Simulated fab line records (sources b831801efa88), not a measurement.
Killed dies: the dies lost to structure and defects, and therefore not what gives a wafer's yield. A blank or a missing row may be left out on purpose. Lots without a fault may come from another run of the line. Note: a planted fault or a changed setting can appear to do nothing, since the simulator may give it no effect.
Which tool was responsible? || flow sky130 || 12 lots with 36 wafers sampled at 5 steps, on a route of 708 steps

== WHAT THE GAUGES READ, wafer by wafer ==
SKY_GATE_OXIDE_THK_MEAS_02.
{"lot": "L852", "measured": "day 13 06:23", "on": "film-metro-02", "GATE_OXIDE_OXIDATION_00_THK (nm)": "9.96 10.08 9.96"}
{"lot": "L853", "measured": "day 13 07:50", "on": "film-metro-02", "GATE_OXIDE_OXIDATION_00_THK (nm)": "10.22 10.25 10.07"}
{"lot": "L854", "measured": "day 13 16:47", "on": "film-metro-02", "GATE_OXIDE_OXIDATION_00_THK (nm)": "9.97 10.17 10.08"}
{"lot": "L860", "measured": "day 16 01:07", "on": "film-metro-02", "GATE_OXIDE_OXIDATION_00_THK (nm)": "10.23 10.16 10.28"}
{"lot": "L863", "measured": "day 16 22:27", "on": "film-metro-01", "GATE_OXIDE_OXIDATION_00_THK (nm)": "10.16 10.04 10.17"}
{"lot": "L864", "measured": "day 17 02:24", "on": "film-metro-03", "GATE_OXIDE_OXIDATION_00_THK (nm)": "10.50 10.55 10.51"}
{"lot": "L866", "measured": "day 17 23:35", "on": "film-metro-02", "GATE_OXIDE_OXIDATION_00_THK (nm)": "10.28 10.25 10.40"}
{"lot": "L867", "measured": "day 18 09:38", "on": "film-metro-03", "GATE_OXIDE_OXIDATION_00_THK (nm)": "10.02 9.89 9.98"}
{"lot": "L871", "measured": "day 19 09:52", "on": "film-metro-03", "GATE_OXIDE_OXIDATION_00_THK (nm)": "9.86 9.93 9.80"}
{"lot": "L872", "measured": "day 19 14:35", "on": "film-metro-03", "GATE_OXIDE_OXIDATION_00_THK (nm)": "10.01 10.01 9.92"}
{"lot": "L873", "measured": "day 20 05:28", "on": "film-metro-02", "GATE_OXIDE_OXIDATION_00_THK (nm)": "9.86 9.87 10.03"}
{"lot": "L874", "measured": "day 20 16:38", "on": "film-metro-01", "GATE_OXIDE_OXIDATION_00_THK (nm)": "9.72 9.71 9.58"}

SKY_RES_PROTECT_TW_MEAS_08.
{"lot": "L852", "measured": "day 15 14:31", "on": "film-metro-04", "POLY_GATE_TW": "4084 4084 4087"}
{"lot": "L853", "measured": "day 15 15:32", "on": "film-metro-04", "POLY_GATE_TW": "4081 4094 4088"}
{"lot": "L854", "measured": "day 15 23:31", "on": "film-metro-03", "POLY_GATE_TW": "4053 4063 4052"}
{"lot": "L860", "measured": "day 18 13:40", "on": "film-metro-01", "POLY_GATE_TW": "4038 4051 4065"}
{"lot": "L863", "measured": "day 19 11:50", "on": "film-metro-04", "POLY_GATE_TW": "4071 4072 4081"}
{"lot": "L864", "measured": "day 19 16:04", "on": "film-metro-04", "POLY_GATE_TW": "4083 4081 4072"}
{"lot": "L866", "measured": "day 20 14:47", "on": "film-metro-01", "POLY_GATE_TW": "4074 4090 4074"}
{"lot": "L867", "measured": "day 21 02:34", "on": "film-metro-01", "POLY_GATE_TW": "4060 4084 4078"}
{"lot": "L871", "measured": "day 22 01:18", "on": "film-metro-04", "POLY_GATE_TW": "4060 4057 4059"}
{"lot": "L872", "measured": "day 22 06:16", "on": "film-metro-01", "POLY_GATE_TW": "4038 4091 4084"}
{"lot": "L873", "measured": "day 22 20:45", "on": "film-metro-01", "POLY_GATE_TW": "4049 4059 4042"}
{"lot": "L874", "measured": "day 24 10:58", "on": "film-metro-03", "POLY_GATE_TW": "4086 4085 4075"}

SKY_LDD_HVN_TW_MEAS_10.
{"lot": "L852", "measured": "day 20 18:23", "on": "film-metro-04", "LDD_HVN_TW": "1460 1469 1455"}
{"lot": "L853", "measured": "day 20 19:22", "on": "film-metro-03", "LDD_HVN_TW": "1460 1460 1447"}
{"lot": "L854", "measured": "day 21 03:49", "on": "film-metro-02", "LDD_HVN_TW": "1459 1453 1461"}
{"lot": "L860", "measured": "day 23 18:54", "on": "film-metro-03", "LDD_HVN_TW": "1460 1456 1445"}
{"lot": "L863", "measured": "day 24 16:48", "on": "film-metro-03", "LDD_HVN_TW": "1172 1180 1178"}
{"lot": "L864", "measured": "day 24 20:40", "on": "film-metro-03", "LDD_HVN_TW": "1176 1179 1181"}
{"lot": "L866", "measured": "day 25 18:10", "on": "film-metro-03", "LDD_HVN_TW": "1462 1467 1460"}
{"lot": "L867", "measured": "day 26 06:04", "on": "film-metro-03", "LDD_HVN_TW": "1446 1442 1445"}
{"lot": "L871", "measured": "day 27 03:41", "on": "film-metro-04", "LDD_HVN_TW": "1458 1459 1459"}
{"lot": "L872", "measured": "day 27 09:14", "on": "film-metro-04", "LDD_HVN_TW": "1463 1461 1453"}
{"lot": "L873", "measured": "day 27 22:07", "on": "film-metro-02", "LDD_HVN_TW": "1450 1453 1441"}
{"lot": "L874", "measured": "day 29 13:15", "on": "film-metro-04", "LDD_HVN_TW": "1455 1461 1462"}

== EACH LOT AND THE TOOL THAT RAN IT (in order: tool; ch and the chambers of the sampled wafers; start) ==
{"lot": "L852", "SKY_POLY_GATE_STRIP_18": "plasma-asher-04 ch 1, day 16 21:04", "SKY_LDD_HVN_IMPLANT_08": "implanter-04 ch 0, day 20 18:08"}
{"lot": "L853", "SKY_POLY_GATE_STRIP_18": "plasma-asher-03 ch 0,1, day 16 22:47", "SKY_LDD_HVN_IMPLANT_08": "implanter-02 ch 0, day 20 19:10"}
{"lot": "L854", "SKY_POLY_GATE_STRIP_18": "plasma-asher-02 ch 0,1, day 17 05:11", "SKY_LDD_HVN_IMPLANT_08": "implanter-02 ch 0, day 21 03:34"}
{"lot": "L860", "SKY_POLY_GATE_STRIP_18": "plasma-asher-04 ch 0,1, day 19 22:04", "SKY_LDD_HVN_IMPLANT_08": "implanter-02 ch 0, day 23 18:40"}
{"lot": "L863", "SKY_POLY_GATE_STRIP_18": "plasma-asher-03 ch 0,1, day 20 20:06", "SKY_LDD_HVN_IMPLANT_08": "implanter-04 ch 0, day 24 16:34"}
{"lot": "L864", "SKY_POLY_GATE_STRIP_18": "plasma-asher-03 ch 0,1, day 21 00:29", "SKY_LDD_HVN_IMPLANT_08": "implanter-04 ch 0, day 24 20:25"}
{"lot": "L866", "SKY_POLY_GATE_STRIP_18": "plasma-asher-02 ch 0,1, day 21 22:31", "SKY_LDD_HVN_IMPLANT_08": "implanter-02 ch 0, day 25 17:56"}
{"lot": "L867", "SKY_POLY_GATE_STRIP_18": "plasma-asher-04 ch 0,1, day 22 10:12", "SKY_LDD_HVN_IMPLANT_08": "implanter-02 ch 0, day 26 05:49"}
{"lot": "L871", "SKY_POLY_GATE_STRIP_18": "plasma-asher-04 ch 0, day 23 08:14", "SKY_LDD_HVN_IMPLANT_08": "implanter-02 ch 0, day 27 03:26"}
{"lot": "L872", "SKY_POLY_GATE_STRIP_18": "plasma-asher-02 ch 0,1, day 23 13:12", "SKY_LDD_HVN_IMPLANT_08": "implanter-01 ch 0, day 27 08:59"}
{"lot": "L873", "SKY_POLY_GATE_STRIP_18": "plasma-asher-03 ch 0,1, day 24 03:42", "SKY_LDD_HVN_IMPLANT_08": "implanter-02 ch 0, day 27 21:52"}
{"lot": "L874", "SKY_POLY_GATE_STRIP_18": "plasma-asher-03 ch 0,1, day 25 18:37", "SKY_LDD_HVN_IMPLANT_08": "implanter-01 ch 0, day 29 13:01"}
- SKY_POLY_GATE_STRIP_18: strips in O2/N2.
- SKY_LDD_HVN_IMPLANT_08

== AS READ BY THE TOOLS THEMSELVES (means over the sampled wafers that have a number; for cases with no such wafer, the mark the record gives instead) ==
SKY_POLY_GATE_STRIP_18.
{"lot": "L852", "tool": "plasma-asher-04", "chamber-pressure-mTorr (mTorr)": 1499.9, "drypump-motor-current-A (A)": 5.3, "oes-product-au (a.u.)": 0.362, "strip-time-to-endpoint-s (s)": 3.18}
{"lot": "L853", "tool": "plasma-asher-03", "chamber-pressure-mTorr (mTorr)": 1500.1, "drypump-motor-current-A (A)": 5.8, "oes-product-au (a.u.)": 0.360, "strip-time-to-endpoint-s (s)": 3.20}
{"lot": "L854", "tool": "plasma-asher-02", "chamber-pressure-mTorr (mTorr)": 1499.9, "drypump-motor-current-A (A)": 6.2, "oes-product-au (a.u.)": 0.362, "strip-time-to-endpoint-s (s)": 3.17}
{"lot": "L860", "tool": "plasma-asher-04", "chamber-pressure-mTorr (mTorr)": 1499.1, "drypump-motor-current-A (A)": 5.7, "oes-product-au (a.u.)": 0.361, "strip-time-to-endpoint-s (s)": 3.18}
{"lot": "L863", "tool": "plasma-asher-03", "chamber-pressure-mTorr (mTorr)": 1500.7, "drypump-motor-current-A (A)": 6.1, "oes-product-au (a.u.)": 0.364, "strip-time-to-endpoint-s (s)": 3.19}
{"lot": "L864", "tool": "plasma-asher-03", "chamber-pressure-mTorr (mTorr)": 1500.2, "drypump-motor-current-A (A)": 5.8, "oes-product-au (a.u.)": 0.358, "strip-time-to-endpoint-s (s)": 3.17}
{"lot": "L866", "tool": "plasma-asher-02", "chamber-pressure-mTorr (mTorr)": 1500.1, "drypump-motor-current-A (A)": 6.2, "oes-product-au (a.u.)": 0.366, "strip-time-to-endpoint-s (s)": 3.17}
{"lot": "L867", "tool": "plasma-asher-04", "chamber-pressure-mTorr (mTorr)": 1498.5, "drypump-motor-current-A (A)": 5.5, "oes-product-au (a.u.)": 0.363, "strip-time-to-endpoint-s (s)": 3.19}
{"lot": "L871", "tool": "plasma-asher-04", "chamber-pressure-mTorr (mTorr)": 1499.6, "drypump-motor-current-A (A)": 5.9, "oes-product-au (a.u.)": 0.362, "strip-time-to-endpoint-s (s)": 3.18}
{"lot": "L872", "tool": "plasma-asher-02", "chamber-pressure-mTorr (mTorr)": 1500.2, "drypump-motor-current-A (A)": 6.2, "oes-product-au (a.u.)": 0.363, "strip-time-to-endpoint-s (s)": 3.18}
{"lot": "L873", "tool": "plasma-asher-03", "chamber-pressure-mTorr (mTorr)": 1499.3, "drypump-motor-current-A (A)": 5.8, "oes-product-au (a.u.)": 0.357, "strip-time-to-endpoint-s (s)": 3.16}
{"lot": "L874", "tool": "plasma-asher-03", "chamber-pressure-mTorr (mTorr)": 1501.0, "drypump-motor-current-A (A)": 5.8, "oes-product-au (a.u.)": 0.354, "strip-time-to-endpoint-s (s)": 3.12}

SKY_LDD_HVN_IMPLANT_08.
{"lot": "L852", "tool": "implanter-04", "dose-ions-cm2": 2.999e+13, "faraday-current-uA": 168}
{"lot": "L853", "tool": "implanter-02", "dose-ions-cm2": 3.001e+13, "faraday-current-uA": 166}
{"lot": "L854", "tool": "implanter-02", "dose-ions-cm2": 2.999e+13, "faraday-current-uA": 169}
{"lot": "L860", "tool": "implanter-02", "dose-ions-cm2": 2.999e+13, "faraday-current-uA": 167}
{"lot": "L863", "tool": "implanter-04", "dose-ions-cm2": 1.550e+13, "faraday-current-uA": 85}
{"lot": "L864", "tool": "implanter-04", "dose-ions-cm2": 1.554e+13, "faraday-current-uA": 87}
{"lot": "L866", "tool": "implanter-02", "dose-ions-cm2": 2.998e+13, "faraday-current-uA": 171}
{"lot": "L867", "tool": "implanter-02", "dose-ions-cm2": 2.995e+13, "faraday-current-uA": 173}
{"lot": "L871", "tool": "implanter-02", "dose-ions-cm2": 2.999e+13, "faraday-current-uA": 172}
{"lot": "L872", "tool": "implanter-01", "dose-ions-cm2": 3.000e+13, "faraday-current-uA": 166}
{"lot": "L873", "tool": "implanter-02", "dose-ions-cm2": 2.998e+13, "faraday-current-uA": 168}
{"lot": "L874", "tool": "implanter-01", "dose-ions-cm2": 2.997e+13, "faraday-current-uA": 167}

== THE ANSWER, worked out from the rows above alone ==
Rule: usual is defined by the lots themselves. Put in order of their means at a reading, lots are off if they are a third of the lots or fewer, leave a main group of 4 or more, and stand apart from it by a gap of 3 or more times the standard deviation of the main group's means; of several such gaps the widest counts. A main group is skipped when, at the precision printed for the reading in the tables above, its means are all equal. A lot without any number at a reading at which 4 lots or more have one is off too. Any other lot the step has rows for is counted as sound. The gauges are gone through in route order, then the tools' own readings, and for those a lot's mean is taken as printed above. The first step at which some lot is off is used, and at that step the reading that is off furthest; a lot without a number counts as furthest.
Off: L863, L864, at SKY_LDD_HVN_TW_MEAS_10 (LDD_HVN_TW). The main group has a mean of 1456 with a standard deviation of 5.6.
A tool fits if, at a process step before that reading, it ran every lot that is off, and no sound lot after the first of them. The gauges at SKY_LDD_HVN_TW_MEAS_10 aren't tried: what is off there is off at SKY_LDD_HVN_IMPLANT_08 too, on other tools, and a gauge's error can't cause that. One fits: SKY_LDD_HVN_IMPLANT_08 on implanter-04. A fault onset in the window from L852 (day 20 18:08, its last sound lot) to L863 (day 24 16:34, its first lot off) fits.
The tool's own readings at SKY_LDD_HVN_IMPLANT_08 bear it out: on the lots that are off they differ by more than 5 times the standard deviation of the sound lots' means. dose-ions-cm2 reads 1.552e+13 there against 2.998e+13 on the sound lots; faraday-current-uA reads 86 there against 169 on the sound lots.

== WHAT THE SIMULATOR HAD PUT IN ==
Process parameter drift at SKY_LDD_HVN_IMPLANT_08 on implanter-04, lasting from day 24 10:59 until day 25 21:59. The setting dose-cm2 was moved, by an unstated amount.
Struck lots among those shown: L863, L864. Same finding as the rule above.
